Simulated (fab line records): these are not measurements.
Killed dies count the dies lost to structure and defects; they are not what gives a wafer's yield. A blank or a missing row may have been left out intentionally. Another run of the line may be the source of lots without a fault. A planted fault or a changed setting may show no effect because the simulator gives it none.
Chamber matching -- flow gf180mcu -- GF_CONTACT_CMP_27 on cmp-01: 4 sister chambers
The step polishes, stops on SiO2, t overpolish 15 s, target thk 0 nm. 8 wafers are shown with their chamber, then 10 later ones without.

EACH WAFER AND ITS CHAMBER
wafer,chamber,motor_current_A (A),time_to_endpoint_s (s)
L543.2,1,8.7,78
L543.5,3,12.1,70
L552.5,0,12.2,64
L553.1,2,11.5,62
L553.2,1,8.6,69
L553.5,2,11.1,65
L554.1,3,12.1,71
L554.2,0,12.8,64

WAFERS WITHOUT THEIR CHAMBER
wafer,motor_current_A (A),time_to_endpoint_s (s)
L554.3,10.7,69
L556.3,11.5,70
L556.4,12.1,65
L556.5,13.0,70
L558.1,11.5,67
L558.3,12.6,67
L558.5,8.4,73
L560.3,10.8,70
L560.4,11.4,69
L560.6,11.2,70

THE CHAMBER EACH PASSED THROUGH
wafer,from the rows above,in truth
L554.3,2,2
L556.3,can't be placed: 2 or 3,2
L556.4,can't be placed: 0 or 3 or 2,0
L556.5,can't be placed: 0 or 3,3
L558.1,can't be placed: 2 or 3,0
L558.3,can't be placed: 0 or 3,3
L558.5,1,1
L560.3,2,2
L560.4,can't be placed: 2 or 3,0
L560.6,can't be placed: 2 or 3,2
Correct placement for 3 of the 10. Cannot be placed on the basis of these rows: 7; the candidates contain the true chamber in 5. Placed wrongly: 0.
How it was worked out, from the rows above alone: a wafer's distance from a chamber is the root of the sum, over the readings, of the square of ((its reading less the chamber's mean) divided by the reading's scatter). The wafer belongs to the nearest chamber; if the next one is less than 2 further off, it can't be placed. A chamber's mean is the mean of its shown wafers. How the scatter is found: for the shown wafers, subtract from each reading the mean of its chamber, square and add these, divide the total by (wafers less chambers), then take the root.
